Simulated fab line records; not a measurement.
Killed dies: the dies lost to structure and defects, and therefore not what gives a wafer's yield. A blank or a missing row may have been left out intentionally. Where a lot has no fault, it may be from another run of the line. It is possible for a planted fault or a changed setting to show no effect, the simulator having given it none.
Which tool is to blame? :: flow sky130 :: 35 wafers from 12 lots sampled at 6 of the route's 708 steps

WHAT EACH GAUGE READ, for each wafer
SKY_VT_ADJUST_HVTR_CD_MEAS_07: target cd 380 nm. Usual: cdNm 379.8 nm, standard deviation 2.2.
lot: L710
measured: day 9 17:38
on: cdSem-01
cdNm (nm): 384.2 381.7 382.9
flag: 

lot: L713
measured: day 10 17:55
on: cdSem-01
cdNm (nm): 379.8 381.7 380.1
flag: 

lot: L714
measured: day 10 21:41
on: cdSem-01
cdNm (nm): 382.9 381.3 382.6
flag: 

lot: L716
measured: day 11 10:37
on: cdSem-01
cdNm (nm): 380.0 378.6 379.7
flag: 

lot: L717
measured: day 11 20:37
on: cdSem-01
cdNm (nm): 381.0 381.1 380.1
flag: 

lot: L718
measured: day 12 05:15
on: cdSem-02
cdNm (nm): 381.0 378.9 379.7
flag: 

lot: L719
measured: day 12 12:04
on: cdSem-02
cdNm (nm): 376.8 378.9 380.1
flag: 

lot: L720
measured: day 12 18:26
on: cdSem-01
cdNm (nm): 377.2 379.1 376.1
flag: 

lot: L721
measured: day 13 04:58
on: cdSem-01
cdNm (nm): 381.0 384.1
flag: 

lot: L725
measured: day 14 13:13
on: cdSem-01
cdNm (nm): 380.6 381.3 383.4
flag: 

lot: L731
measured: day 16 06:22
on: cdSem-01
cdNm (nm): 378.2 377.8 378.6
flag: 

lot: L732
measured: day 16 13:18
on: cdSem-02
cdNm (nm): 376.9 376.3 376.1
flag: 

SKY_VT_ADJUST_HVTR_OVL_MEAS_08. Usual: VT_ADJUST_HVTR_OVL typically reads -0.2 nm, with standard deviation 1.5.
lot: L710
measured: day 9 17:45
on: overlay-02
VT_ADJUST_HVTR_OVL (nm): 2.5 -0.2 1.3
flag: 

lot: L713
measured: day 10 18:02
on: overlay-02
VT_ADJUST_HVTR_OVL (nm): -0.9 -1.5 -1.0
flag: 

lot: L714
measured: day 10 21:48
on: overlay-01
VT_ADJUST_HVTR_OVL (nm): 0.9 0.7 -1.3
flag: 

lot: L716
measured: day 11 10:43
on: overlay-01
VT_ADJUST_HVTR_OVL (nm): -0.2 -2.9 -1.2
flag: 

lot: L717
measured: day 11 20:43
on: overlay-01
VT_ADJUST_HVTR_OVL (nm): -1.0 -0.7 -1.4
flag: 

lot: L718
measured: day 12 05:22
on: overlay-02
VT_ADJUST_HVTR_OVL (nm): -1.8 0.0 -0.2
flag: 

lot: L719
measured: day 12 12:11
on: overlay-01
VT_ADJUST_HVTR_OVL (nm): -3.5 -2.7 -4.2
flag: 

lot: L720
measured: day 12 18:33
on: overlay-02
VT_ADJUST_HVTR_OVL (nm): 1.5 1.6 3.5
flag: 

lot: L721
measured: day 13 05:01
on: overlay-02
VT_ADJUST_HVTR_OVL (nm): -0.1 0.7
flag: 

lot: L725
measured: day 14 13:20
on: overlay-01
VT_ADJUST_HVTR_OVL (nm): 0.0 -0.5 0.3
flag: 

lot: L731
measured: day 16 06:29
on: overlay-02
VT_ADJUST_HVTR_OVL (nm): 4.4 0.9 1.2
flag: 

lot: L732
measured: day 16 13:25
on: overlay-02
VT_ADJUST_HVTR_OVL (nm): -0.2 -3.0 -1.3
flag: 

SKY_GATE_OXIDE_OVL_MEAS_10. Usual: GATE_OXIDE_OVL typically reads -1.3 nm, with standard deviation 1.3.
lot: L710
measured: day 14 03:17
on: overlay-01
GATE_OXIDE_OVL (nm): -2.3 -1.2 -2.5
flag: 

lot: L713
measured: day 15 11:11
on: overlay-01
GATE_OXIDE_OVL (nm): -0.1 -1.8 0.5
flag: 

lot: L714
measured: day 15 15:14
on: overlay-01
GATE_OXIDE_OVL (nm): -1.6 -0.8 -0.6
flag: 

lot: L716
measured: day 16 06:05
on: overlay-01
GATE_OXIDE_OVL (nm): -2.5 -1.9 -2.6
flag: 

lot: L717
measured: day 16 14:53
on: overlay-02
GATE_OXIDE_OVL (nm): -1.0 0.3 -1.4
flag: 

lot: L718
measured: day 17 00:14
on: overlay-01
GATE_OXIDE_OVL (nm): 0.2 -1.0 0.3
flag: 

lot: L719
measured: day 17 06:13
on: overlay-01
GATE_OXIDE_OVL (nm): -0.2 -1.2 -1.8
flag: 

lot: L720
measured: day 17 17:14
on: overlay-02
GATE_OXIDE_OVL (nm): -2.9 -2.1 -2.9
flag: 

lot: L721
measured: day 18 06:48
on: overlay-02
GATE_OXIDE_OVL (nm): - -
flag: OFF

lot: L725
measured: day 19 19:05
on: overlay-01
GATE_OXIDE_OVL (nm): -0.6 -2.1 -1.0
flag: 

lot: L731
measured: day 21 17:34
on: overlay-01
GATE_OXIDE_OVL (nm): -0.9 -1.8 -2.1
flag: 

lot: L732
measured: day 21 21:50
on: overlay-01
GATE_OXIDE_OVL (nm): -2.7 -3.0 -2.4
flag: 

SKY_GATE_OXIDE_TW_MEAS_14. Usual: GATE_OXIDE_TW typically reads 223.1, with standard deviation 1.6.
lot: L710
measured: day 14 03:41
on: filmMetro-04
GATE_OXIDE_TW: 221.7 223.7 221.6
flag: 

lot: L713
measured: day 15 11:41
on: filmMetro-04
GATE_OXIDE_TW: 224.0 223.5 223.6
flag: 

lot: L714
measured: day 15 15:37
on: filmMetro-02
GATE_OXIDE_TW: 224.0 221.8 223.2
flag: 

lot: L716
measured: day 16 06:28
on: filmMetro-02
GATE_OXIDE_TW: 224.8 224.2 226.0
flag: 

lot: L717
measured: day 16 15:16
on: filmMetro-02
GATE_OXIDE_TW: 225.7 224.7 224.5
flag: 

lot: L718
measured: day 17 00:38
on: filmMetro-04
GATE_OXIDE_TW: 220.1 222.3 220.1
flag: 

lot: L719
measured: day 17 06:37
on: filmMetro-02
GATE_OXIDE_TW: 223.9 224.3 225.5
flag: 

lot: L720
measured: day 17 17:37
on: filmMetro-01
GATE_OXIDE_TW: 223.6 222.8 224.5
flag: 

lot: L721
measured: day 18 07:13
on: filmMetro-04
GATE_OXIDE_TW: 29.6 29.7 29.7 29.7
flag: OFF

lot: L725
measured: day 19 19:28
on: filmMetro-01
GATE_OXIDE_TW: 221.6 222.7 222.6
flag: 

lot: L731
measured: day 21 17:58
on: filmMetro-01
GATE_OXIDE_TW: 221.9 221.6 222.2
flag: 

lot: L732
measured: day 21 22:13
on: filmMetro-02
GATE_OXIDE_TW: 220.6 221.0 221.0
flag: 

WHICH TOOL RAN EACH LOT (tool, then ch and the chambers of the sampled wafers, then the start)
lot: L710
SKY_VT_ADJUST_PCH_STRIP_09: plasmaAsher-02 ch 0,1, day 10 15:53
SKY_GATE_OXIDE_EXPOSE_07: ilineStepper-02 ch 0, day 13 13:47

lot: L713
SKY_VT_ADJUST_PCH_STRIP_09: plasmaAsher-02 ch 0,1, day 11 18:07
SKY_GATE_OXIDE_EXPOSE_07: ilineStepper-01 ch 0, day 14 22:35

lot: L714
SKY_VT_ADJUST_PCH_STRIP_09: plasmaAsher-02 ch 0,1, day 11 22:22
SKY_GATE_OXIDE_EXPOSE_07: ilineStepper-02 ch 0, day 15 02:38

lot: L716
SKY_VT_ADJUST_PCH_STRIP_09: plasmaAsher-04 ch 0,1, day 12 11:34
SKY_GATE_OXIDE_EXPOSE_07: ilineStepper-02 ch 0, day 15 16:38

lot: L717
SKY_VT_ADJUST_PCH_STRIP_09: plasmaAsher-04 ch 0,1, day 12 22:07
SKY_GATE_OXIDE_EXPOSE_07: ilineStepper-02 ch 0, day 16 00:18

lot: L718
SKY_VT_ADJUST_PCH_STRIP_09: plasmaAsher-01 ch 0, day 13 06:43
SKY_GATE_OXIDE_EXPOSE_07: ilineStepper-01 ch 0, day 16 10:32

lot: L719
SKY_VT_ADJUST_PCH_STRIP_09: plasmaAsher-02 ch 0,1, day 13 13:22
SKY_GATE_OXIDE_EXPOSE_07: ilineStepper-02 ch 0, day 16 15:54

lot: L720
SKY_VT_ADJUST_PCH_STRIP_09: plasmaAsher-01 ch 0,1, day 13 20:17
SKY_GATE_OXIDE_EXPOSE_07: ilineStepper-02 ch 0, day 17 03:19

lot: L721
SKY_VT_ADJUST_PCH_STRIP_09: plasmaAsher-01 ch 0,1, day 14 07:02
SKY_GATE_OXIDE_EXPOSE_07: ilineStepper-02 ch 0, day 17 16:07

lot: L725
SKY_VT_ADJUST_PCH_STRIP_09: plasmaAsher-02 ch 0,1, day 15 17:10
SKY_GATE_OXIDE_EXPOSE_07: ilineStepper-02 ch 0, day 19 03:42

lot: L731
SKY_VT_ADJUST_PCH_STRIP_09: plasmaAsher-01 ch 0,1, day 17 12:04
SKY_GATE_OXIDE_EXPOSE_07: ilineStepper-02 ch 0, day 21 02:04

lot: L732
SKY_VT_ADJUST_PCH_STRIP_09: plasmaAsher-01 ch 0,1, day 17 19:21
SKY_GATE_OXIDE_EXPOSE_07: ilineStepper-02 ch 0, day 21 07:13
- SKY_VT_ADJUST_PCH_STRIP_09: strips in O2/N2.
- SKY_GATE_OXIDE_EXPOSE_07: exposes mask LVOM, target cd 600 nm.

AS READ BY THE TOOLS THEMSELVES (means over the sampled wafers that have a number; for cases with no such wafer, the mark the record gives instead)
SKY_VT_ADJUST_PCH_STRIP_09. Usual: drypumpMotorCurrentA 5.6 A, standard deviation 0.35; oesProductAu 0.722 a.u., standard deviation 0.004; stripTimeToEndpointS 36.95 s, standard deviation 0.077.
lot: L710
tool: plasmaAsher-02
drypumpMotorCurrentA (A): 5.8
oesProductAu (a.u.): 0.719
stripTimeToEndpointS (s): 36.95
flag: 

lot: L713
tool: plasmaAsher-02
drypumpMotorCurrentA (A): 5.8
oesProductAu (a.u.): 0.721
stripTimeToEndpointS (s): 37.04
flag: 

lot: L714
tool: plasmaAsher-02
drypumpMotorCurrentA (A): 5.6
oesProductAu (a.u.): 0.719
stripTimeToEndpointS (s): 36.93
flag: 

lot: L716
tool: plasmaAsher-04
drypumpMotorCurrentA (A): 5.8
oesProductAu (a.u.): 0.726
stripTimeToEndpointS (s): 36.93
flag: 

lot: L717
tool: plasmaAsher-04
drypumpMotorCurrentA (A): 5.8
oesProductAu (a.u.): 0.722
stripTimeToEndpointS (s): 37.01
flag: 

lot: L718
tool: plasmaAsher-01
drypumpMotorCurrentA (A): 5.1
oesProductAu (a.u.): 0.724
stripTimeToEndpointS (s): 36.95
flag: 

lot: L719
tool: plasmaAsher-02
drypumpMotorCurrentA (A): 5.6
oesProductAu (a.u.): 0.722
stripTimeToEndpointS (s): 37.06
flag: 

lot: L720
tool: plasmaAsher-01
drypumpMotorCurrentA (A): 5.3
oesProductAu (a.u.): 0.720
stripTimeToEndpointS (s): 36.93
flag: 

lot: L721
tool: plasmaAsher-01
drypumpMotorCurrentA (A): 5.4
oesProductAu (a.u.): 0.722
stripTimeToEndpointS (s): 36.95
flag: 

lot: L725
tool: plasmaAsher-02
drypumpMotorCurrentA (A): 5.8
oesProductAu (a.u.): 0.724
stripTimeToEndpointS (s): 36.97
flag: 

lot: L731
tool: plasmaAsher-01
drypumpMotorCurrentA (A): 5.3
oesProductAu (a.u.): 0.726
stripTimeToEndpointS (s): 36.97
flag: 

lot: L732
tool: plasmaAsher-01
drypumpMotorCurrentA (A): 5.5
oesProductAu (a.u.): 0.724
stripTimeToEndpointS (s): 36.88
flag: 

THE ANSWER, worked out from the rows above alone
Rule: lot off if the mean of its wafers having a number is beyond 3 standard deviations from the usual mean. A lot without any number at a reading at which 4 lots or more have one is off too. Any other lot the step has rows for is counted as sound. After the gauges, taken in route order, come the tools' own readings; for these a lot's mean is taken, as printed above. The first step at which some lot is off is used, and at that step the reading that is off furthest; a lot without a number counts as furthest.
Off: L721, seen at SKY_GATE_OXIDE_OVL_MEAS_10 (GATE_OXIDE_OVL). Without a number there: L721.
A tool fits if, at a process step before that reading, it ran every lot that is off, and no sound lot after the first of them. The gauges at SKY_GATE_OXIDE_OVL_MEAS_10 aren't tried: what is off there is off at SKY_GATE_OXIDE_TW_MEAS_14 too, on other tools, and a gauge's error can't cause that. None of those tried fits.

WHAT THE SIMULATOR HAD INSERTED
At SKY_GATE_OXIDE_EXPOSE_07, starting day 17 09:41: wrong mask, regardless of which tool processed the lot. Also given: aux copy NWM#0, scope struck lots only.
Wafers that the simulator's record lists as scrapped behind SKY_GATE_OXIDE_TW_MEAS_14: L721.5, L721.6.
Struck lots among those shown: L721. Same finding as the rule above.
